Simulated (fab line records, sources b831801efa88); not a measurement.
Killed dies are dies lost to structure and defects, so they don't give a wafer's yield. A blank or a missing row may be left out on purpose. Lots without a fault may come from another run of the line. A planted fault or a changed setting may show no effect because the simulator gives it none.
Which tool did it? | flow sky130 | 6 lots, 18 wafers sampled, at 3 steps of a route of 708

WHAT THE GAUGES READ, wafer by wafer
SKY_SONOS_ONO_THK_MEAS_03.
lot  | measured     | on            | SONOS_ONO_CVD_02_THK (nm)
L637 | day 12 11:31 | film_metro-02 | 10.54 10.44 10.56
L639 | day 13 02:28 | film_metro-01 | 10.38 10.36 10.43
L641 | day 13 16:02 | film_metro-01 | 10.62 10.61 10.45
L647 | day 15 20:15 | film_metro-01 | 11.45 11.47 11.42
L656 | day 18 19:41 | film_metro-02 | 10.56 10.48 10.67
L658 | day 19 12:35 | film_metro-04 | 10.33 10.33 10.34

WHICH TOOL RAN EACH LOT (tool, then ch and the chambers of the sampled wafers, then the start)
lot  | SKY_VT_ADJUST_HVTR_STRIP_10          | SKY_SONOS_ONO_CVD_02
L637 | plasma_asher-03 ch 0,1, day 10 07:56 | lpcvd-02 ch 0, day 12 10:28
L639 | plasma_asher-01 ch 0,1, day 10 19:55 | lpcvd-02 ch 0, day 13 00:53
L641 | plasma_asher-01 ch 0,1, day 11 09:44 | lpcvd-02 ch 0, day 13 14:59
L647 | plasma_asher-01 ch 0,1, day 13 09:51 | lpcvd-02 ch 1, day 15 19:12
L656 | plasma_asher-03 ch 0, day 16 05:02   | lpcvd-02 ch 1, day 18 18:38
L658 | plasma_asher-03 ch 0,1, day 16 22:43 | lpcvd-02 ch 1, day 19 11:32
- SKY_VT_ADJUST_HVTR_STRIP_10: strips in O2/N2.
- SKY_SONOS_ONO_CVD_02: deposits Si3N4 from DCS/NH3, target thk 10.5 nm, time 180 s.

THE ANSWER, worked out from the rows above alone
Rule: what is usual is taken from the lots themselves. Put in order of their means at a reading, lots are off if they are a third of the lots or fewer, leave a main group of 4 or more, and stand apart from it by a gap of 3 or more times the standard deviation of the main group's means; of several such gaps the widest counts. A main group whose means are all the same, to the digits that the tables above print for the reading, isn't used. A lot without any number at a reading at which 4 lots or more have one is off too. The other lots that the step has rows for count as sound.
Off: L647, at SKY_SONOS_ONO_THK_MEAS_03 (SONOS_ONO_CVD_02_THK). The main group: mean 10.47 nm, standard deviation 0.095.
A tool fits if, at a process step before that reading, it ran every lot that is off, and no sound lot after the first of them. The gauges at SKY_SONOS_ONO_THK_MEAS_03 are tried like those tools. Can't be told from this: 2 tools fit, plasma_asher-01 at SKY_VT_ADJUST_HVTR_STRIP_10, film_metro-01 at SKY_SONOS_ONO_THK_MEAS_03.

WHAT THE SIMULATOR HAD PUT IN
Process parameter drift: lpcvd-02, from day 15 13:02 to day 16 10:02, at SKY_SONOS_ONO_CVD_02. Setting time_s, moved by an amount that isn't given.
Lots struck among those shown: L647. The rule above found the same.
